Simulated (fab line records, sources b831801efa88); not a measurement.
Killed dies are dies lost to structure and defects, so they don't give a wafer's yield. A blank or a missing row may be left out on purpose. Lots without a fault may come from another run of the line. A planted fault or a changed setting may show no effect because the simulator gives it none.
fab line records | flow sfq_line | part 1 of 2: steps 1 to 26 of 40
record lots=5 wafers=15 last_day=81
route steps=325 shown M7@281 I7@296 M8@311
lots that met no fault: from a run of the same line without faults
start_h: hours from the record's first day to the start of the lot's first wafer shown | wait_h: hours since the lot's step before | " the same as in the row above | L1.1+2: a row that stands for several wafers | - no value, or no start given | * or withheld: withheld | < > ~ a bound
route shown NAME@n: a module of which the file shows steps, and the number in the route of the first | usual: mean/standard deviation of fault-free wafers | same: alike in all rows | chamber/n: place in a boat | sites: the reading at each site | _std_site: their standard deviation | _edge_site: outer sites' mean less inner sites' | radius_mm: how far each site lies from the wafer's centre | mask NAME#n: copy n | behind: the tool/chamber that last shaped the wafer | hold: why the lot was held/for how many hours/how that ended | device: the transistor (n, p or np) that didn't switch | end of line: the same wafers' tests at the end of the route | a step without rows: its recipe alone | killed: dies lost to structure and defects at the first sort, not the wafer's yield | map: a wafer's dies, x killed, . not, _ none there
set.NAME: the setting as run; set.NAME@STEP: as run at that earlier step | model.NAME: the simulator's own value behind a step, which no gauge read
lots at some steps of the route; a table a step, a row a wafer
services: from which hour (start_h, from the record's first day; less than 0 if before it) a tool's chamber was out of use, for how many hours, and why
## steps
# step SFQ_TRILAYER_M7_DEP_PRE_CLEAN_176
# recipe gas=Ar time_s=22.5 bias_v=250
# columns lot.wafer tool chamber start_h wait_h
L078.1+4+6 pvd_sputter-04 - 1486.68 0.0
L081.2+4+5 pvd_sputter-04 - 1507.06 0.0
L089.1+2+5 pvd_sputter-06 - 1742.34 0.0
L096.2+3+6 pvd_sputter-06 - 1762.70 0.0
L097.1+3+6 pvd_sputter-04 - 1765.10 0.0
# step SFQ_TRILAYER_M7_DEP_SPUTTER_175
# recipe material=Nb base_pressure_pa=1.33e-06 chamber_pressure_pa=0.1333 substrate_temp_c=20 target_thk_nm=200 power_w=2000 time_s=133.3
# usual base_pressure_pa=1.33e-06/9.5e-08 throttle_valve_pct=30.2/1.4
# columns lot.wafer tool chamber start_h wait_h base_pressure_pa throttle_valve_pct
L078.1 pvd_sputter-04 - 1486.71 0.0 1.54e-06 31.8
L078.4 " - " " 1.35e-06 30.2
L078.6 " - " " 1.17e-06 31.3
L081.2 pvd_sputter-04 - 1507.09 0.0 1.25e-06 30.3
L081.4 " - " " 1.25e-06 31.6
L081.5 " - " " 1.3e-06 31.2
L089.1 pvd_sputter-06 - 1742.37 0.0 1.39e-06 31.2
L089.2 " - " " 1.16e-06 28.8
L089.5 " - " " 1.43e-06 28.8
L096.2 pvd_sputter-06 - 1762.73 0.0 1.39e-06 28.8
L096.3 " - " " 1.14e-06 29.1
L096.6 " - " " 1.44e-06 29.0
L097.1 pvd_sputter-04 - 1765.13 0.0 1.19e-06 30.4
L097.3 " - " " 1.47e-06 31.0
L097.6 " - " " 1.44e-06 31.9
# step SFQ_M7_RS_MEAS_943
# recipe thk_meas_gauge=four-point-probe reads=Nb_of_TRILAYER_M7_DEP_SPUTTER_175
# usual M7_NB_RS=0.885/0.011
# columns lot.wafer tool chamber start_h wait_h M7_NB_RS[ohm/sq]
L078.1 film_metro-01 - 1486.80 0.0 0.879
L078.4 " - " " 0.873
L078.6 " - " " 0.885
L081.2 film_metro-04 - 1507.20 0.1 0.890
L081.4 " - " " 0.893
L081.5 " - " " 0.877
L089.1 film_metro-02 - 1742.46 0.0 0.871
L089.2 " - " " 0.881
L089.5 " - " " 0.884
L096.2 film_metro-02 - 1762.84 0.1 0.883
L096.3 " - " " 0.883
L096.6 " - " " 0.892
L097.1 film_metro-02 - 1765.22 0.0 0.902
L097.3 " - " " 0.891
L097.6 " - " " 0.896
# step SFQ_TRILAYER_M7_LITHO_COAT_182
# recipe resist=BARC spin_rpm=3000 resist_thk_nm=62
# columns lot.wafer tool chamber start_h wait_h
L078.1+4+6 litho_track-02 0 1486.98 0.1
L081.2+4+5 litho_track-02 0 1507.41 0.1
L089.1+2+5 litho_track-04 0 1742.64 0.1
L096.2+3+6 litho_track-03 0 1763.05 0.1
L097.1+3+6 litho_track-04 0 1765.40 0.1
# step SFQ_TRILAYER_M7_LITHO_COAT_177
# recipe resist=KrF spin_rpm=3000 resist_thk_nm=600
# columns lot.wafer tool chamber start_h wait_h
L078.1+4+6 litho_track-02 0 1487.28 0.2
L081.2+4+5 litho_track-02 0 1507.71 0.2
L089.1+2+5 litho_track-04 0 1742.94 0.2
L096.2+3+6 litho_track-03 0 1763.35 0.2
L097.1+3+6 litho_track-04 0 1765.70 0.2
# step SFQ_TRILAYER_M7_LITHO_SOFTBAKE_181
# recipe temp_c=withheld time_s=withheld resist=KrF
# columns lot.wafer tool chamber start_h wait_h
L078.1+4+6 litho_track-02 0 1487.58 0.2
L081.2+4+5 litho_track-02 0 1507.99 0.2
L089.1+2+5 litho_track-04 0 1743.24 0.2
L096.2+3+6 litho_track-03 0 1763.62 0.2
L097.1+3+6 litho_track-04 0 1766.00 0.2
# step SFQ_TRILAYER_M7_LITHO_EXPOSE_178
# recipe mask_id=M7 na=0.6 source_shape=conventional sigma_outer=0.65 target_cd_nm=500 dose_mj=14.4
# usual focus_offset_nm=-0.1/0.51
# columns lot.wafer tool chamber start_h wait_h mask focus_offset_nm
L078.1 krf_scanner-02 0 1576.72 - M7#0 1.2
L078.4 " 0 " " M7#0 0.8
L078.6 " 0 " " M7#0 0.7
L081.2 krf_scanner-01 0 1604.65 - M7#0 -0.3
L081.4 " 0 " " M7#0 0.4
L081.5 " 0 " " M7#0 -0.5
L089.1 krf_scanner-02 0 1767.69 - M7#0 0.0
L089.2 " 0 " " M7#0 -0.3
L089.5 " 0 " " M7#0 -0.2
L096.2 krf_scanner-02 0 1779.44 - M7#0 -0.1
L096.3 " 0 " " M7#0 -0.8
L096.6 " 0 " " M7#0 -0.3
L097.1 krf_scanner-02 0 1781.64 - M7#0 -0.9
L097.3 " 0 " " M7#0 0.0
L097.6 " 0 " " M7#0 0.5
# step SFQ_TRILAYER_M7_LITHO_PEB_180
# recipe peb_temp_c=115 peb_time_s=60 resist=KrF
# usual heater_power_total_W=79.15/0.064
# columns lot.wafer tool chamber start_h wait_h heater_power_total_W
L078.1 litho_track-02 0 1577.92 1.0 79.14
L078.4 " 0 " " 79.21
L078.6 " 0 " " 79.19
L081.2 litho_track-03 0 1605.67 0.8 79.14
L081.4 " 0 " " 79.18
L081.5 " 0 " " 79.09
L089.1 litho_track-03 0 1768.89 1.0 79.19
L089.2 " 0 " " 79.06
L089.5 " 0 " " 79.17
L096.2 litho_track-02 0 1780.47 0.8 79.15
L096.3 " 0 " " 79.19
L096.6 " 0 " " 79.18
L097.1 litho_track-02 0 1782.84 1.0 79.17
L097.3 " 0 " " 79.12
L097.6 " 0 " " 79.09
# step SFQ_TRILAYER_M7_LITHO_DEVELOP_179
# recipe time_s=60 resist=KrF
# columns lot.wafer tool chamber start_h wait_h
L078.1+4+6 litho_track-02 0 1578.07 0.1
L081.2+4+5 litho_track-03 0 1605.82 0.1
L089.1+2+5 litho_track-03 0 1769.04 0.1
L096.2+3+6 litho_track-02 0 1780.62 0.1
L097.1+3+6 litho_track-02 0 1782.99 0.1
# step SFQ_M7_OVL_MEAS_945
# usual M7_OVL=0/7
# columns lot.wafer tool chamber start_h wait_h M7_OVL[nm]
L078.1 overlay-01 - 1578.22 0.1 9
L078.4 " - " " 6
L078.6 " - " " 5
L081.2 overlay-02 - 1605.95 0.1 -3
L081.4 " - " " 0
L081.5 " - " " -2
L089.1 overlay-02 - 1769.19 0.1 -11
L089.2 " - " " -5
L089.5 " - " " -7
L096.2 overlay-01 - 1780.75 0.1 -9
L096.3 " - " " -9
L096.6 " - " " -11
L097.1 overlay-02 - 1783.14 0.1 -10
L097.3 " - " " -8
L097.6 " - " " -5
# step SFQ_TRILAYER_M7_BARC_OPEN_METAL_ETCH_229
# recipe mask_material=PR chemistry=O2 target_depth_nm=125 target=BARC icp_w=600 bias_w=80 pressure_mtorr=10 time_s=41.7
# usual bias_w=79.98/0.21 drypump_motor_current_A=5.9/0.46 oes_product_au=0.685/0.0043
# columns lot.wafer tool chamber start_h wait_h bias_w drypump_motor_current_A oes_product_au rf_hours_counter_h
L078.1 rie_metal-04 1 1578.26 0.0 79.94 5.7 0.687 94
L078.4 " 1 " " 80.27 5.7 0.681 -
L078.6 " 0 " " 79.69 6.3 0.684 -
L081.2 rie_metal-03 1 1605.98 0.0 79.94 6.3 0.689 71
L081.4 " 1 " " 79.76 6.3 0.684 -
L081.5 " 0 " " 80.24 5.6 0.688 -
L089.1 rie_metal-04 1 1769.23 0.0 80.08 5.7 0.694 125
L089.2 " 0 " " 80.32 6.3 0.683 28
L089.5 " 1 " " 79.63 5.7 0.684 -
L096.2 rie_metal-04 0 1780.78 0.0 80.12 6.3 0.675 31
L096.3 " 1 " " 80.21 5.7 0.673 -
L096.6 " 0 " " 79.80 6.3 0.687 -
L097.1 rie_metal-03 0 1783.18 0.0 80.39 5.6 0.686 132
L097.3 " 0 " " 79.99 5.6 0.685 -
L097.6 " 1 " " 80.00 6.3 0.689 -
# step SFQ_TRILAYER_M7_ETCH_METAL_ETCH_180
# recipe target=Nb stop_on=SiO2 mask_material=PR chemistry=Cl2/Ar target_depth_nm=240 icp_w=600 bias_w=80 pressure_mtorr=10 time_s=120
# usual bias_w=80.01/0.24 drypump_motor_current_A=5.9/0.46 oes_product_au=0.896/0.0075
# columns lot.wafer tool chamber start_h wait_h bias_w drypump_motor_current_A oes_product_au rf_hours_counter_h
L078.1 rie_metal-04 1 1578.32 0.0 79.70 5.7 0.896 94
L078.4 " 1 " " 79.77 5.7 0.905 -
L078.6 " 0 " " 79.88 6.3 0.899 -
L081.2 rie_metal-03 1 1606.04 0.0 80.11 6.3 0.901 71
L081.4 " 1 " " 80.09 6.3 0.890 -
L081.5 " 0 " " 80.00 5.5 0.902 -
L089.1 rie_metal-04 1 1769.29 0.0 80.34 5.7 0.902 125
L089.2 " 0 " " 79.55 6.3 0.897 28
L089.5 " 1 " " 80.42 5.7 0.903 -
L096.2 rie_metal-04 0 1780.84 0.0 79.53 6.3 0.894 31
L096.3 " 1 " " 79.62 5.7 0.895 -
L096.6 " 0 " " 80.01 6.3 0.900 -
L097.1 rie_metal-03 0 1783.24 0.0 79.66 5.5 0.887 132
L097.3 " 0 " " 79.68 5.5 0.886 -
L097.6 " 1 " " 79.54 6.3 0.890 -
# step SFQ_TRILAYER_M7_STRIP_STRIP_181
# recipe gas=O2 power_w=200 platen_temp_c=40 overash_fraction=0.65 chemistry=O2 pressure_mtorr=50
# usual drypump_motor_current_A=5.9/0.46 oes_product_au=1.005/0.0089
# columns lot.wafer tool chamber start_h wait_h drypump_motor_current_A oes_product_au rf_hours_counter_h
L078.1 rie_metal-04 1 1578.44 0.1 5.7 0.994 94
L078.4 " 1 " " 5.7 0.995 -
L078.6 " 0 " " 6.3 1.005 -
L081.2 rie_metal-03 1 1606.17 0.1 6.3 1.015 71
L081.4 " 1 " " 6.3 1.016 -
L081.5 " 0 " " 5.6 0.997 -
L089.1 rie_metal-04 1 1769.41 0.1 5.7 0.989 126
L089.2 " 0 " " 6.3 1.004 29
L089.5 " 1 " " 5.7 0.998 -
L096.2 rie_metal-04 0 1780.96 0.1 6.3 1.003 31
L096.3 " 1 " " 5.7 0.994 -
L096.6 " 0 " " 6.3 1.002 -
L097.1 rie_metal-03 0 1783.36 0.1 5.6 0.989 132
L097.3 " 0 " " 5.5 0.991 -
L097.6 " 1 " " 6.3 1.013 -
# step SFQ_TRILAYER_M7_STRIP_SOLV_CLEAN_182
# recipe chemistry=NMP temp_c=70 time_s=600
# columns lot.wafer tool chamber start_h wait_h
L078.1+4+6 wet_bench-04 5,3,6 1579.04 0.4
L081.2+4+5 wet_bench-02 1,3,4 1606.77 0.4
L089.1+2+5 wet_bench-02 5,4,0 1770.01 0.4
L096.2+3+6 wet_bench-04 7,3,4 1781.56 0.4
L097.1+3+6 wet_bench-02 2,5,1 1783.96 0.4
# step SFQ_TRILAYER_I7_DEP_PECVD_183
# recipe material=SiO2 temp_c=150 time_s=111.11 pressure_torr=2.4 rf_w=183.3 precursor=SiH4/N2O target_thk_nm=500
# usual chamber_pressure_Torr=2.399/0.0054 heater_power_w=83/9.9 throttle_valve_pct=25.0/1.4
# columns lot.wafer tool chamber start_h wait_h chamber_pressure_Torr heater_power_w throttle_valve_pct
L078.1 pecvd-01 2 1579.23 0.0 2.393 86 27.0
L078.4 " 2 " " 2.391 91 27.1
L078.6 " 2 " " 2.406 73 26.8
L081.2 pecvd-04 0 1606.94 0.0 2.403 105 23.5
L081.4 " 0 " " 2.397 91 23.5
L081.5 " 2 " " 2.398 91 22.9
L089.1 pecvd-02 2 1770.19 0.0 2.406 70 25.6
L089.2 " 0 " " 2.401 88 28.1
L089.5 " 0 " " 2.397 91 27.7
L096.2 pecvd-04 0 1781.74 0.0 2.396 99 23.8
L096.3 " 2 " " 2.388 90 23.4
L096.6 " 0 " " 2.395 100 24.0
L097.1 pecvd-02 0 1784.14 0.0 2.394 91 27.9
L097.3 " 1 " " 2.401 85 24.9
L097.6 " 0 " " 2.401 91 27.6
# step SFQ_TRILAYER_I7_CMP_CMP_184
# recipe material=SiO2 down_force_psi=3 platen_rpm=60 pad_velocity_m_s=0.94248
# usual motor_current_A=10.3/0.84 time_to_endpoint_s=216/7.2
# columns lot.wafer tool chamber start_h wait_h motor_current_A time_to_endpoint_s
L078.4 cmp-01 2 1579.35 0.0 9.9 206
L078.1 " 3 " " 10.7 213
L078.6 " 3 1581.85 2.5 11.4 221
L081.2 cmp-02 2 1608.02 1.0 9.5 215
L081.4 " 3 " " 10.1 217
L081.5 " 1 1609.52 2.5 8.9 224
L089.2 cmp-02 1 1770.27 0.0 9.0 223
L089.1 " 2 " " 10.1 222
L089.5 " 1 1772.27 2.0 8.9 225
L096.3 cmp-02 3 1789.27 7.5 10.4 214
L096.2 " 0 " " 10.9 213
L096.6 " 2 1790.77 8.9 9.6 228
L097.1 cmp-01 0 1789.41 5.2 11.1 220
L097.3 " 2 1790.41 6.2 9.8 202
L097.6 " 0 1791.41 7.2 11.8 225
# step SFQ_I7_BOW_MEAS_946
# recipe mode=bow
# usual I7_BOW=5/11
# columns lot.wafer tool chamber start_h wait_h I7_BOW[um]
L078.1 film_metro-03 - 1582.35 2.0 8
L078.4 " - " " 0
L078.6 " - " " -1
L081.2 film_metro-04 - 1610.04 1.5 18
L081.4 " - " " 25
L081.5 " - " " 16
L089.1 film_metro-04 - 1773.27 2.0 -5
L089.2 " - " " 4
L089.5 " - " " 12
L096.2 film_metro-02 - 1791.29 1.0 -9
L096.3 " - " " 3
L096.6 " - " " 0
L097.1 film_metro-03 - 1792.41 2.5 -11
L097.3 " - " " -1
L097.6 " - " " -3
# step SFQ_TRILAYER_I7_METRO_MEASURE_185
# usual thk_nm=200.0/0.89
# columns lot.wafer tool chamber start_h wait_h thk_nm
L078.1 film_metro-03 - 1582.47 0.1 200.2
L078.4 " - " " 199.1
L078.6 " - " " 201.6
L081.2 film_metro-04 - 1610.34 0.3 200.4
L081.4 " - " " 198.3
L081.5 " - " " 201.0
L089.1 film_metro-04 - 1773.39 0.1 201.9
L089.2 " - " " 200.4
L089.5 " - " " 200.4
L096.2 film_metro-02 - 1791.59 0.3 199.1
L096.3 " - " " 198.3
L096.6 " - " " 199.7
L097.1 film_metro-03 - 1792.53 0.1 200.4
L097.3 " - " " 198.8
L097.6 " - " " 199.6
# step SFQ_TRILAYER_I7_VIA_LITHO_COAT_192
# recipe resist=BARC spin_rpm=3000 resist_thk_nm=62
# columns lot.wafer tool chamber start_h wait_h
L078.1+4+6 litho_track-03 0 1583.67 1.0
L081.2+4+5 litho_track-01 0 1611.39 0.8
L089.1+2+5 litho_track-03 0 1774.59 1.0
L096.2+3+6 litho_track-03 0 1792.64 0.8
L097.1+3+6 litho_track-03 0 1793.73 1.0
# step SFQ_TRILAYER_I7_VIA_LITHO_COAT_187
# recipe resist=KrF spin_rpm=3000 resist_thk_nm=650
# columns lot.wafer tool chamber start_h wait_h
L078.1+4+6 litho_track-03 0 1583.97 0.2
L081.2+4+5 litho_track-01 0 1611.69 0.2
L089.1+2+5 litho_track-03 0 1774.89 0.2
L096.2+3+6 litho_track-03 0 1792.94 0.2
L097.1+3+6 litho_track-03 0 1794.03 0.2
# step SFQ_TRILAYER_I7_VIA_LITHO_SOFTBAKE_191
# recipe temp_c=withheld time_s=withheld resist=KrF
# columns lot.wafer tool chamber start_h wait_h
L078.1+4+6 litho_track-03 0 1584.27 0.2
L081.2+4+5 litho_track-01 0 1611.97 0.2
L089.1+2+5 litho_track-03 0 1775.19 0.2
L096.2+3+6 litho_track-03 0 1793.21 0.2
L097.1+3+6 litho_track-03 0 1794.33 0.2
# step SFQ_TRILAYER_I7_VIA_LITHO_EXPOSE_188
# recipe mask_id=I7 na=0.6 source_shape=conventional sigma_outer=0.65 target_cd_nm=1000 dose_mj=21.3
# usual focus_offset_nm=0.0/0.53
# columns lot.wafer tool chamber start_h wait_h mask focus_offset_nm
L078.1 krf_scanner-01 0 1586.12 - I7#0 0.2
L078.4 " 0 " " I7#0 -0.3
L078.6 " 0 " " I7#0 -0.8
L081.2 krf_scanner-01 0 1617.97 - I7#0 0.3
L081.4 " 0 " " I7#0 0.9
L081.5 " 0 " " I7#0 0.3
L089.1 krf_scanner-01 0 1843.00 - I7#0 0.1
L089.2 " 0 " " I7#0 0.3
L089.5 " 0 " " I7#0 0.6
L096.2 krf_scanner-01 0 1861.20 - I7#0 -0.2
L096.3 " 0 " " I7#0 -0.5
L096.6 " 0 " " I7#0 -0.8
L097.1 krf_scanner-01 0 1863.40 - I7#0 -0.8
L097.3 " 0 " " I7#0 0.0
L097.6 " 0 " " I7#0 -0.5
# step SFQ_TRILAYER_I7_VIA_LITHO_PEB_190
# recipe peb_temp_c=115 peb_time_s=60 resist=KrF
# usual heater_power_total_W=79.17/0.066
# columns lot.wafer tool chamber start_h wait_h heater_power_total_W
L078.1 litho_track-01 0 1587.32 1.0 79.23
L078.4 " 0 " " 78.97
L078.6 " 0 " " 79.21
L081.2 litho_track-01 0 1619.00 0.8 79.18
L081.4 " 0 " " 79.25
L081.5 " 0 " " 79.17
L089.1 litho_track-03 0 1844.20 1.0 79.26
L089.2 " 0 " " 79.15
L089.5 " 0 " " 79.28
L096.2 litho_track-01 0 1862.22 0.8 79.13
L096.3 " 0 " " 79.17
L096.6 " 0 " " 79.21
L097.1 litho_track-02 0 1864.60 1.0 79.14
L097.3 " 0 " " 79.06
L097.6 " 0 " " 79.24
# step SFQ_TRILAYER_I7_VIA_LITHO_DEVELOP_189
# recipe time_s=60 resist=KrF
# columns lot.wafer tool chamber start_h wait_h
L078.1+4+6 litho_track-01 0 1587.47 0.1
L081.2+4+5 litho_track-01 0 1619.15 0.1
L089.1+2+5 litho_track-03 0 1844.35 0.1
L096.2+3+6 litho_track-01 0 1862.37 0.1
L097.1+3+6 litho_track-02 0 1864.75 0.1
# step SFQ_I7_OVL_MEAS_947
# usual I7_OVL=2/4.5
# columns lot.wafer tool chamber start_h wait_h I7_OVL[nm]
L078.1 overlay-02 - 1587.62 0.1 -11
L078.4 " - " " -5
L078.6 " - " " -7
L081.2 overlay-02 - 1619.28 0.1 -1
L081.4 " - " " -1
L081.5 " - " " 3
L089.1 overlay-02 - 1844.50 0.1 -4
L089.2 " - " " -5
L089.5 " - " " -4
L096.2 overlay-01 - 1862.51 0.1 -6
L096.3 " - " " -3
L096.6 " - " " -2
L097.1 overlay-01 - 1864.90 0.1 9
L097.3 " - " " -1
L097.6 " - " " 5
# step SFQ_TRILAYER_I7_VIA_BARC_OPEN_VIA_ETCH_260
# recipe mask_material=PR chemistry=O2 target_depth_nm=125 target=BARC source_w=500 bias_w=80 pressure_mtorr=30 time_s=41.7
# usual bias_w=80.01/0.24 drypump_motor_current_A=5.8/0.49 oes_product_au=0.686/0.0047
# columns lot.wafer tool chamber start_h wait_h bias_w drypump_motor_current_A oes_product_au rf_hours_counter_h
L078.1 rie_diel-02 0 1587.66 0.0 80.05 6.5 0.688 10
L078.4 " 2 " " 79.94 5.4 0.685 -
L078.6 " 1 " " 80.66 5.4 0.676 -
L081.2 rie_diel-03 0 1619.31 0.0 79.90 6.4 0.681 9
L081.4 " 2 " " 79.84 6.4 0.689 19
L081.5 " 0 " " 79.91 6.4 0.683 -
L089.1 rie_diel-04 3 1844.54 0.0 79.38 5.6 0.690 8
L089.2 " 1 " " 80.08 5.3 0.688 21
L089.5 " 1 " " 80.37 5.3 0.677 -
L096.2 rie_diel-02 2 1862.54 0.0 79.78 5.4 0.682 1
L096.3 " 3 " " 79.99 6.3 0.677 5
L096.6 " 0 " " 79.96 6.4 0.675 -
L097.1 rie_diel-04 2 1864.94 0.0 79.97 6.1 0.682 22
L097.3 " 3 " " 79.84 5.6 0.687 8
L097.6 " 0 " " 80.18 6.2 0.696 -
